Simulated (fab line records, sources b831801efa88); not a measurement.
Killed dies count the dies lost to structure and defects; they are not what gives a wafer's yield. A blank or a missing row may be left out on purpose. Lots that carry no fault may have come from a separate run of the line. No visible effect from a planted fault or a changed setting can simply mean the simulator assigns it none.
Check of tool commonality | flow sky130 | Sample size 12 lots and 42 wafers

## THE REASON FOR OPENING IT
SKY_SONOS_TUNNEL_TW_MEAS_12, reading SONOS_TUNNEL_TW: flagged on 2 of 12 lots. Fault-free wafers read 198.1, with a standard deviation of 1.2.
Rule: a lot gets a flag if all its wafers with a number sit over 4 standard deviations from that mean, or if no wafer of it has a number. All remaining lots are regarded as sound.

lot  | measured     | on           | SONOS_TUNNEL_TW, wafer by wafer | flag
L339 | day 11 12:36 | filmMetro-02 | 197.0 197.3 196.8               | 
L341 | day 12 01:11 | filmMetro-03 | 198.5 198.7 197.6               | 
L344 | day 13 10:47 | filmMetro-03 | 198.4 198.8 199.4               | 
L345 | day 13 23:02 | filmMetro-01 | 198.7 198.9 197.7               | 
L347 | day 14 08:59 | filmMetro-01 | 199.2 199.6 198.9               | 
L348 | day 14 20:20 | filmMetro-02 | 198.8 197.1 197.9               | 
L350 | day 15 13:16 | filmMetro-01 | 197.9 198.5 199.1               | 
L354 | day 16 12:05 | filmMetro-01 | 30.1 30.2 30.2 30.2 30.1 30.0   | FLAGGED
L355 | day 16 21:47 | filmMetro-03 | 30.0 29.9 29.9 29.8 30.1 29.9   | FLAGGED
L356 | day 17 05:43 | filmMetro-03 | 200.4 201.2 199.1               | 
L360 | day 19 01:50 | filmMetro-03 | 199.6 198.2 198.1               | 
L361 | day 19 15:00 | filmMetro-02 | 196.4 196.6 197.7               | 
The numbers of the flagged lots are 30.0 on average: -168.1 against the usual, or -99 or more standard deviations.

## TOOL THAT RAN EACH LOT
The record holds 2 process steps before the reading, out of a route of 708 steps. In each cell: the tool, then ch and the chambers that the sampled wafers went through, then the start.
lot  | flag    | SKY_VT_ADJUST_LVTN_STRIP_09         | SKY_VT_ADJUST_PCH_STRIP_09
L339 |         | plasmaAsher-04 ch 0,1, day 7 03:03  | plasmaAsher-03 ch 0,1, day 10 12:59
L341 |         | plasmaAsher-04 ch 0,1, day 7 12:36  | plasmaAsher-04 ch 0,1, day 11 01:19
L344 |         | plasmaAsher-01 ch 0,1, day 8 13:15  | plasmaAsher-03 ch 0,1, day 12 08:36
L345 |         | plasmaAsher-03 ch 0,1, day 8 23:59  | plasmaAsher-02 ch 0,1, day 12 20:17
L347 |         | plasmaAsher-04 ch 1, day 9 07:18    | plasmaAsher-02 ch 0,1, day 13 05:42
L348 |         | plasmaAsher-04 ch 0,1, day 9 17:04  | plasmaAsher-04 ch 0,1, day 13 17:30
L350 |         | plasmaAsher-04 ch 0, day 10 06:15   | plasmaAsher-04 ch 0,1, day 14 09:36
L354 | FLAGGED | plasmaAsher-03 ch 0,1, day 11 01:18 | plasmaAsher-04 ch 0,1, day 15 07:05
L355 | FLAGGED | plasmaAsher-04 ch 0,1, day 11 08:09 | plasmaAsher-04 ch 0,1, day 15 17:04
L356 |         | plasmaAsher-04 ch 0,1, day 11 14:56 | plasmaAsher-02 ch 0,1, day 16 00:59
L360 |         | plasmaAsher-04 ch 1, day 13 03:18   | plasmaAsher-03 ch 0,1, day 17 18:49
L361 |         | plasmaAsher-01 ch 0,1, day 13 14:05 | plasmaAsher-02 ch 0,1, day 18 07:17
These steps, and what they do:
- SKY_VT_ADJUST_LVTN_STRIP_09: strips in O2/N2.
- SKY_VT_ADJUST_PCH_STRIP_09: strips in O2/N2.
- SKY_SONOS_TUNNEL_TW_MEAS_12

## FLAGGED AGAINST TOTAL, ONE TOOL AT A TIME (gauges that did the reading follow at the end)
step                        | tool           | lots run | flagged | share of the flagged lots | sound lots run after its first flagged lot
SKY_VT_ADJUST_LVTN_STRIP_09 | plasmaAsher-01 | 2        | 0       | none                      | -
SKY_VT_ADJUST_LVTN_STRIP_09 | plasmaAsher-03 | 2        | 1       | some                      | 0
SKY_VT_ADJUST_LVTN_STRIP_09 | plasmaAsher-04 | 8        | 1       | some                      | 2 (L356,L360)
SKY_VT_ADJUST_PCH_STRIP_09  | plasmaAsher-02 | 4        | 0       | none                      | -
SKY_VT_ADJUST_PCH_STRIP_09  | plasmaAsher-03 | 3        | 0       | none                      | -
SKY_VT_ADJUST_PCH_STRIP_09  | plasmaAsher-04 | 5        | 2       | all                       | 0
SKY_SONOS_TUNNEL_TW_MEAS_12 | filmMetro-01   | 4        | 1       | some                      | 0
SKY_SONOS_TUNNEL_TW_MEAS_12 | filmMetro-02   | 3        | 0       | none                      | -
SKY_SONOS_TUNNEL_TW_MEAS_12 | filmMetro-03   | 5        | 1       | some                      | 2 (L356,L360)

## THE TABLE: WHAT IT ALLOWS
All flagged lots share 1 row of the table, namely plasmaAsher-04 at SKY_VT_ADJUST_PCH_STRIP_09.
- plasmaAsher-04 at SKY_VT_ADJUST_PCH_STRIP_09 ran 5 lots, 2 of them flagged. It ran its last sound lot, L350, at day 14 09:36 and its first flagged lot, L354, at day 15 07:05: a fault with its onset between the two fits. On the flagged lots its readings are blank where sound lots have values: chamberPressureMTorr, drypumpMotorCurrentA, o2FlowSccm, oesProductAu and 1 more.
Left over: one tool, plasmaAsher-04 at SKY_VT_ADJUST_PCH_STRIP_09.

## WHAT THE SIMULATOR HAD PUT IN
At SKY_VT_ADJUST_PCH_STRIP_09, the step was skipped entirely on plasmaAsher-04 from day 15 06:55 on. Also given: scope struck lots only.
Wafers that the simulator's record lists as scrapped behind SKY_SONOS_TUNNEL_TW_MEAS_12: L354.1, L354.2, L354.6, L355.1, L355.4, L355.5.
Lots struck among those shown: L354, L355. This agrees with what the rule above found.
